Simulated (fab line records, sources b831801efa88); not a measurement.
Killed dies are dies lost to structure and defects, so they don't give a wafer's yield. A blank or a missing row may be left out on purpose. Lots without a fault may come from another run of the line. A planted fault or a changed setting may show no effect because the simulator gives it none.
Which tool did it? | flow gf180mcu | 11 lots, 33 wafers sampled, at 5 steps of a route of 602

WHAT THE GAUGES READ, wafer by wafer
GF_V1_THK_MEAS_03. Usual: V1_CVD_02_THK 849 nm, standard deviation 10.
lot  | measured     | on            | V1_CVD_02_THK (nm) | flag
L808 | day 17 16:13 | film_metro-01 | 846 855 857        |
L809 | day 18 13:31 | film_metro-01 | 846 845 862        |
L812 | day 19 06:39 | film_metro-04 | 838 869 849        |
L811 | day 19 07:57 | film_metro-01 | 837 848 852        |
L821 | day 22 17:26 | film_metro-04 | 1137 857 1144      | OFF
L822 | day 23 04:16 | film_metro-02 | 844 850 868        |
L823 | day 23 06:28 | film_metro-01 | 1131 842 1143      | OFF
L824 | day 23 14:30 | film_metro-01 | 842 1140 1145      | OFF
L826 | day 24 12:11 | film_metro-01 | 829 853 840        |
L827 | day 24 15:59 | film_metro-04 | 836 853 841        |
L828 | day 24 17:42 | film_metro-01 | 841 846 857        |

WHICH TOOL RAN EACH LOT (tool, then ch and the chambers of the sampled wafers, then the start)
lot  | GF_CONTACT_STRIP_18                  | GF_M1_SPUTTER_02             | GF_M1_SPUTTER_03             | GF_V1_CVD_02
L808 | plasma_asher-01 ch 0, day 16 15:33   | pvd_sputter-03, day 16 16:40 | pvd_sputter-03, day 16 16:41 | pecvd-01 ch 0,1, day 17 16:08
L809 | plasma_asher-03 ch 0,1, day 17 11:50 | pvd_sputter-01, day 17 13:02 | pvd_sputter-01, day 17 13:04 | pecvd-02 ch 1,2, day 18 13:26
L812 | plasma_asher-03 ch 0,1, day 18 03:57 | pvd_sputter-01, day 18 05:05 | pvd_sputter-01, day 18 05:07 | pecvd-04 ch 0,1, day 19 06:35
L811 | plasma_asher-01 ch 0,1, day 18 05:42 | pvd_sputter-01, day 18 06:55 | pvd_sputter-01, day 18 06:57 | pecvd-04 ch 0,2, day 19 07:53
L821 | plasma_asher-01 ch 0,1, day 21 15:43 | pvd_sputter-03, day 21 16:50 | pvd_sputter-03, day 21 16:52 | pecvd-04 ch 0,1,2, day 22 17:22
L822 | plasma_asher-03 ch 1, day 22 03:03   | pvd_sputter-02, day 22 04:10 | pvd_sputter-02, day 22 04:11 | pecvd-02 ch 0,2, day 23 04:11
L823 | plasma_asher-01 ch 0,1, day 22 05:23 | pvd_sputter-02, day 22 06:27 | pvd_sputter-02, day 22 06:29 | pecvd-04 ch 1,2, day 23 06:23
L824 | plasma_asher-03 ch 0,1, day 22 12:58 | pvd_sputter-01, day 22 14:11 | pvd_sputter-01, day 22 14:13 | pecvd-04 ch 0,2, day 23 14:25
L826 | plasma_asher-03 ch 0,1, day 23 11:50 | pvd_sputter-03, day 23 12:55 | pvd_sputter-03, day 23 12:56 | pecvd-01 ch 1,2, day 24 12:05
L827 | plasma_asher-01 ch 0, day 23 15:30   | pvd_sputter-01, day 23 16:38 | pvd_sputter-01, day 23 16:40 | pecvd-01 ch 1,2, day 24 15:55
L828 | plasma_asher-02 ch 0,1, day 23 17:05 | pvd_sputter-03, day 23 18:12 | pvd_sputter-03, day 23 18:14 | pecvd-02 ch 0,1, day 24 17:37
- GF_CONTACT_STRIP_18: strips in O2/N2.
- GF_M1_SPUTTER_02: material AlCu, target thk 450 nm, time 23.9 s.
- GF_M1_SPUTTER_03: material Ti, target thk 10 nm, time 6.7 s.
- GF_V1_CVD_02: deposits SiO2 from TEOS, target thk 850 nm, time 94.851 s.

WHAT THE TOOLS THEMSELVES READ (means of the sampled wafers that have a number; where no wafer has one, the mark that the record gives instead)
GF_CONTACT_STRIP_18. Usual: drypump_motor_current_A 5.83 A, standard deviation 0.19; heater_power_w 360 W, standard deviation 39; oes_product_au 0.580 a.u., standard deviation 0.0051.
lot  | tool            | drypump_motor_current_A (A) | heater_power_w (W) | oes_product_au (a.u.) | flag
L808 | plasma_asher-01 | 5.79                        | 312                | 0.578                 |
L809 | plasma_asher-03 | 6.00                        | 384                | 0.572                 |
L812 | plasma_asher-03 | 6.08                        | 364                | 0.577                 |
L811 | plasma_asher-01 | 5.73                        | 336                | 0.579                 |
L821 | plasma_asher-01 | 5.73                        | 333                | 0.573                 |
L822 | plasma_asher-03 | 5.95                        | 415                | 0.585                 |
L823 | plasma_asher-01 | 5.68                        | 360                | 0.575                 |
L824 | plasma_asher-03 | 6.08                        | 360                | 0.582                 |
L826 | plasma_asher-03 | 6.01                        | 390                | 0.577                 |
L827 | plasma_asher-01 | 5.77                        | 313                | 0.582                 |
L828 | plasma_asher-02 | 5.85                        | 348                | 0.583                 |

GF_M1_SPUTTER_02. Usual: throttle_valve_pct 29.3 %, standard deviation 1.1.
lot  | tool           | throttle_valve_pct (%) | flag
L808 | pvd_sputter-03 | 30.0                   |
L809 | pvd_sputter-01 | 29.6                   |
L812 | pvd_sputter-01 | 30.0                   |
L811 | pvd_sputter-01 | 28.7                   |
L821 | pvd_sputter-03 | 29.4                   |
L822 | pvd_sputter-02 | 29.1                   |
L823 | pvd_sputter-02 | 28.7                   |
L824 | pvd_sputter-01 | 29.7                   |
L826 | pvd_sputter-03 | 29.6                   |
L827 | pvd_sputter-01 | 31.1                   |
L828 | pvd_sputter-03 | 30.0                   |

GF_M1_SPUTTER_03. Usual: substrate_temp_c 300.03 C, standard deviation 0.2; throttle_valve_pct 29.3 %, standard deviation 1.1.
lot  | tool           | substrate_temp_c (C) | throttle_valve_pct (%) | flag
L808 | pvd_sputter-03 | 299.83               | 30.1                   |
L809 | pvd_sputter-01 | 300.04               | 29.7                   |
L812 | pvd_sputter-01 | 299.73               | 30.0                   |
L811 | pvd_sputter-01 | 300.20               | 28.6                   |
L821 | pvd_sputter-03 | 300.04               | 29.7                   |
L822 | pvd_sputter-02 | 299.95               | 29.0                   |
L823 | pvd_sputter-02 | 300.28               | 28.9                   |
L824 | pvd_sputter-01 | 300.14               | 29.7                   |
L826 | pvd_sputter-03 | 299.92               | 29.5                   |
L827 | pvd_sputter-01 | 300.27               | 31.0                   |
L828 | pvd_sputter-03 | 299.91               | 30.0                   |

GF_V1_CVD_02. Usual: heater_power_w 650 W, standard deviation 130.
lot  | tool     | heater_power_w (W) | flag
L808 | pecvd-01 | 542                |
L809 | pecvd-02 | 711                |
L812 | pecvd-04 | 769                |
L811 | pecvd-04 | 671                |
L821 | pecvd-04 | 752                |
L822 | pecvd-02 | 651                |
L823 | pecvd-04 | 864                |
L824 | pecvd-04 | 649                |
L826 | pecvd-01 | 542                |
L827 | pecvd-01 | 545                |
L828 | pecvd-02 | 646                |

THE ANSWER, worked out from the rows above alone
Rule: a lot is off if the mean of its wafers that have a number lies more than 3 standard deviations from the usual mean. A lot without any number at a reading at which 4 lots or more have one is off too. The other lots that the step has rows for count as sound. The gauges are gone through in route order, then the tools' own readings, and for those a lot's mean is taken as printed above. The first step at which some lot is off is used, and at that step the reading that is off furthest; a lot without a number counts as furthest.
Off: L821, L823, L824, at GF_V1_THK_MEAS_03 (V1_CVD_02_THK).
A tool fits if, at a process step before that reading, it ran every lot that is off, and no sound lot after the first of them. The gauges at GF_V1_THK_MEAS_03 are tried like those tools. One fits: pecvd-04 at GF_V1_CVD_02. Its last sound lot is L811 (day 19 07:53), its first lot that is off L821 (day 22 17:22): a fault that began between those two fits.

WHAT THE SIMULATOR HAD PUT IN
Process parameter drift: pecvd-04, from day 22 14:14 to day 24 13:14, at GF_V1_CVD_02. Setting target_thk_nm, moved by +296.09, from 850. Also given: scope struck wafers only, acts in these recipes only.
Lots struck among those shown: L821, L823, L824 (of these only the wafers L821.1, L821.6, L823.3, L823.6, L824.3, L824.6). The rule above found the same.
